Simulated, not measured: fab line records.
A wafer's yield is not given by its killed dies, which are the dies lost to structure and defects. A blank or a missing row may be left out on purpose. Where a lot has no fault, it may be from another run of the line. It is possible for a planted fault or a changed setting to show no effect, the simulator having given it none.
Matching of chambers / flow sky130 / 4 sister chambers for SKY_SONOS_ONO_ETCH_15 on rie_diel-01
The step etches the open film in CHF3/O2, target depth 19.52 nm, time 7.8 s. 20 wafers are shown with their chamber, then 10 later ones without.

== WAFERS WITH THEIR CHAMBER ==
wafer=L080.1; chamber=3; drypump_motor_current_A (A)=6.0; oes_product_au (a.u.)=0.999; throttle_valve_pct (%)=8.827
wafer=L080.3; chamber=0; drypump_motor_current_A (A)=5.4; oes_product_au (a.u.)=1.011; throttle_valve_pct (%)=8.829
wafer=L080.5; chamber=3; drypump_motor_current_A (A)=6.1; oes_product_au (a.u.)=1.002; throttle_valve_pct (%)=8.829
wafer=L081.1; chamber=1; drypump_motor_current_A (A)=5.3; oes_product_au (a.u.)=0.991; throttle_valve_pct (%)=8.816
wafer=L081.4; chamber=3; drypump_motor_current_A (A)=6.0; oes_product_au (a.u.)=1.004; throttle_valve_pct (%)=8.827
wafer=L081.5; chamber=3; drypump_motor_current_A (A)=6.0; oes_product_au (a.u.)=1.010; throttle_valve_pct (%)=8.837
wafer=L082.1; chamber=1; drypump_motor_current_A (A)=5.3; oes_product_au (a.u.)=0.990; throttle_valve_pct (%)=8.810
wafer=L082.5; chamber=2; drypump_motor_current_A (A)=6.2; oes_product_au (a.u.)=1.014; throttle_valve_pct (%)=8.838
wafer=L082.6; chamber=1; drypump_motor_current_A (A)=5.4; oes_product_au (a.u.)=0.992; throttle_valve_pct (%)=8.824
wafer=L083.1; chamber=2; drypump_motor_current_A (A)=6.2; oes_product_au (a.u.)=1.012; throttle_valve_pct (%)=8.834
wafer=L083.3; chamber=3; drypump_motor_current_A (A)=6.0; oes_product_au (a.u.)=1.001; throttle_valve_pct (%)=8.831
wafer=L083.6; chamber=0; drypump_motor_current_A (A)=5.4; oes_product_au (a.u.)=1.020; throttle_valve_pct (%)=8.817
wafer=L088.2; chamber=2; drypump_motor_current_A (A)=6.2; oes_product_au (a.u.)=1.004; throttle_valve_pct (%)=8.823
wafer=L088.5; chamber=2; drypump_motor_current_A (A)=6.2; oes_product_au (a.u.)=1.003; throttle_valve_pct (%)=8.828
wafer=L088.6; chamber=3; drypump_motor_current_A (A)=6.1; oes_product_au (a.u.)=1.013; throttle_valve_pct (%)=8.840
wafer=L090.1; chamber=1; drypump_motor_current_A (A)=5.4; oes_product_au (a.u.)=1.014; throttle_valve_pct (%)=8.817
wafer=L090.2; chamber=0; drypump_motor_current_A (A)=5.4; oes_product_au (a.u.)=1.030; throttle_valve_pct (%)=8.823
wafer=L090.4; chamber=1; drypump_motor_current_A (A)=5.3; oes_product_au (a.u.)=0.995; throttle_valve_pct (%)=8.832
wafer=L094.1; chamber=2; drypump_motor_current_A (A)=6.1; oes_product_au (a.u.)=1.003; throttle_valve_pct (%)=8.830
wafer=L094.3; chamber=1; drypump_motor_current_A (A)=5.4; oes_product_au (a.u.)=0.996; throttle_valve_pct (%)=8.834

SIGNATURES (averages over the wafers above)
reading=drypump_motor_current_A; chamber 0=5.400; chamber 1=5.350; chamber 2=6.180; chamber 3=6.033; scatter within a chamber=0.0477
reading=oes_product_au; chamber 0=1.02033; chamber 1=0.99633; chamber 2=1.00720; chamber 3=1.00483; scatter within a chamber=0.00728
reading=throttle_valve_pct; chamber 0=8.82300; chamber 1=8.82217; chamber 2=8.83060; chamber 3=8.83183; scatter within a chamber=0.00709
Rule: distance of a wafer from a chamber = root of the sum over the readings of ((wafer's reading minus chamber's mean) / reading's scatter) squared. The wafer belongs to the nearest chamber; if the next one is less than 2 further off, it can't be placed. The scatter: take each reading less its chamber's mean, square it, sum over the shown wafers, divide by the number of wafers less the number of chambers, and take the root.

== WAFERS MISSING THEIR CHAMBER ==
wafer=L094.6; drypump_motor_current_A (A)=6.0; oes_product_au (a.u.)=0.993; throttle_valve_pct (%)=8.822
wafer=L095.1; drypump_motor_current_A (A)=5.4; oes_product_au (a.u.)=1.010; throttle_valve_pct (%)=8.838
wafer=L095.2; drypump_motor_current_A (A)=5.4; oes_product_au (a.u.)=1.020; throttle_valve_pct (%)=8.828
wafer=L095.3; drypump_motor_current_A (A)=6.2; oes_product_au (a.u.)=1.006; throttle_valve_pct (%)=8.823
wafer=L095.4; drypump_motor_current_A (A)=6.0; oes_product_au (a.u.)=1.002; throttle_valve_pct (%)=8.836
wafer=L095.5; drypump_motor_current_A (A)=6.2; oes_product_au (a.u.)=1.006; throttle_valve_pct (%)=8.807
wafer=L095.6; drypump_motor_current_A (A)=6.0; oes_product_au (a.u.)=1.001; throttle_valve_pct (%)=8.827
wafer=L097.2; drypump_motor_current_A (A)=5.4; oes_product_au (a.u.)=1.000; throttle_valve_pct (%)=8.829
wafer=L097.3; drypump_motor_current_A (A)=6.2; oes_product_au (a.u.)=1.010; throttle_valve_pct (%)=8.834
wafer=L097.6; drypump_motor_current_A (A)=5.4; oes_product_au (a.u.)=1.018; throttle_valve_pct (%)=8.826

== EACH ONE'S CHAMBER ==
wafer=L094.6; from the rows above=3; in truth=3
wafer=L095.1; from the rows above=can't be placed: 0 or 1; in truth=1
wafer=L095.2; from the rows above=0; in truth=0
wafer=L095.3; from the rows above=2; in truth=2
wafer=L095.4; from the rows above=3; in truth=3
wafer=L095.5; from the rows above=can't be placed: 2 or 3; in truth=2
wafer=L095.6; from the rows above=3; in truth=3
wafer=L097.2; from the rows above=can't be placed: 1 or 0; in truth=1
wafer=L097.3; from the rows above=2; in truth=2
wafer=L097.6; from the rows above=0; in truth=0
7 of 10 placed correctly. Can't be placed from these rows: 3 (the true chamber is among the candidates in 3). 0 placed wrongly.
